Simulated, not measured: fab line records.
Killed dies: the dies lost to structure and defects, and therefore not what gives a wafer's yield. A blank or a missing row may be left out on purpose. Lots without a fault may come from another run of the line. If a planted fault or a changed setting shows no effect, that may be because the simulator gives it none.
A lot that was struck, set against a sound lot :: flow gf180mcu :: 17 out of 602 route steps
Sound: these wafers, L901.1, L901.3, L901.4. Wafers L906.1, L906.3, L906.5 were the ones struck. Last of all comes the cause.
Order at every step that has rows: each side's tool, ch and its chambers, its first start. Under that, the readings that differ: sound wafers :: struck wafers :: difference of the means :: sigmas: that difference in standard deviations of wafers without a fault.
alike: same words and numbers on both sides, and readings whose means sit less than 2 such deviations apart. not compared: any withheld reading, any reading some wafer has no value for, any bound like >300 that may hide the same value, and any number with overlapping values for which the record gives no deviation.
A row with sigmas, a row that says differs or no value, or rows on one side alone: a step with any of these is where the two part. Non-overlapping numbers with no deviation appear without sigmas and do not part them. A reading missing from all wafers of one side parts the sides only when that side holds two or more wafers.

first, 3 steps without rows for these wafers: GF_HV_LDD_EXPOSE_04 (exposes mask Nplus LV AREA, target cd 400 nm); GF_HV_LDD_PEB_05; GF_HV_LDD_DEVELOP_06 (develop time 60 s).
GF_HV_LDD_CD_MEAS_07: target cd 400 nm.
  sound on cd_sem-02, day 13 23:13; struck on cd_sem-01, day 15 14:27
  alike: cd_nm
GF_HV_LDD_OVL_MEAS_08:
  sound on overlay-01, day 13 23:20; struck on overlay-02, day 15 14:34
reading: HV_LDD_OVL (nm)
sound: -1.0 -1.7 -0.4
struck: 3.4 0.4 1.7
difference: +2.9
sigmas: +2
following that, these wafers have no rows for 1 step: GF_HV_LDD_IMPLANT_09.
GF_HV_LDD_STRIP_10: strips in O2/N2.
  sound on plasma_asher-03 ch 0,1, day 13 23:31; struck on plasma_asher-01 ch 0, day 15 14:46
  alike: drypump_motor_current_A, heater_power_w, o2_flow_sccm, oes_product_au, platen_temp_c, strip_time_to_endpoint_s
  not compared: rf_hours_counter_h
GF_HV_LDD_TW_MEAS_11:
  sound on film_metro-02, day 13 23:37; struck on film_metro-01, day 15 14:52
  alike: HV_LDD_TW
then, 4 steps without rows for these wafers: GF_HV_LDD_DEHYDRATE_12 (time 60 s); GF_HV_LDD_HMDS_13 (prime time 60 s); GF_HV_LDD_COAT_14 (resist thk 1000 nm); GF_HV_LDD_SOFTBAKE_15 (time 60 s).
GF_HV_LDD_EXPOSE_16: exposes mask Pplus LV AREA, target cd 400 nm.
  sound on iline_stepper-02 ch 0, day 14 09:56; struck on iline_stepper-01 ch 0, day 16 01:27
reading: model.HV_LDD.overlay_x_nm (nm)
sound: -0.2557 -0.2557 -0.2557
struck: 41.12 41.12 41.12
difference: +41.38
sigmas: 
  alike: mask, focus_offset_nm
then, 2 steps without rows for these wafers: GF_HV_LDD_PEB_17; GF_HV_LDD_DEVELOP_18 (develop time 60 s).
GF_HV_LDD_CD_MEAS_19: target cd 400 nm.
  sound on cd_sem-02, day 14 20:20; struck on cd_sem-02, day 16 12:17
  alike: cd_nm
GF_HV_LDD_OVL_MEAS_20:
  sound on overlay-01, day 14 20:28; struck on overlay-01, day 16 12:37
reading: HV_LDD_01_OVL (nm)
sound: 0.4 0.8 1.0
struck: 41.9 42.3 41.1
difference: +41.0
sigmas: +29
  not compared: hold

## WHERE THEY PART
Earliest at GF_HV_LDD_OVL_MEAS_08; latest, in this record, at GF_HV_LDD_OVL_MEAS_20.

WHY: the cause the simulator had injected
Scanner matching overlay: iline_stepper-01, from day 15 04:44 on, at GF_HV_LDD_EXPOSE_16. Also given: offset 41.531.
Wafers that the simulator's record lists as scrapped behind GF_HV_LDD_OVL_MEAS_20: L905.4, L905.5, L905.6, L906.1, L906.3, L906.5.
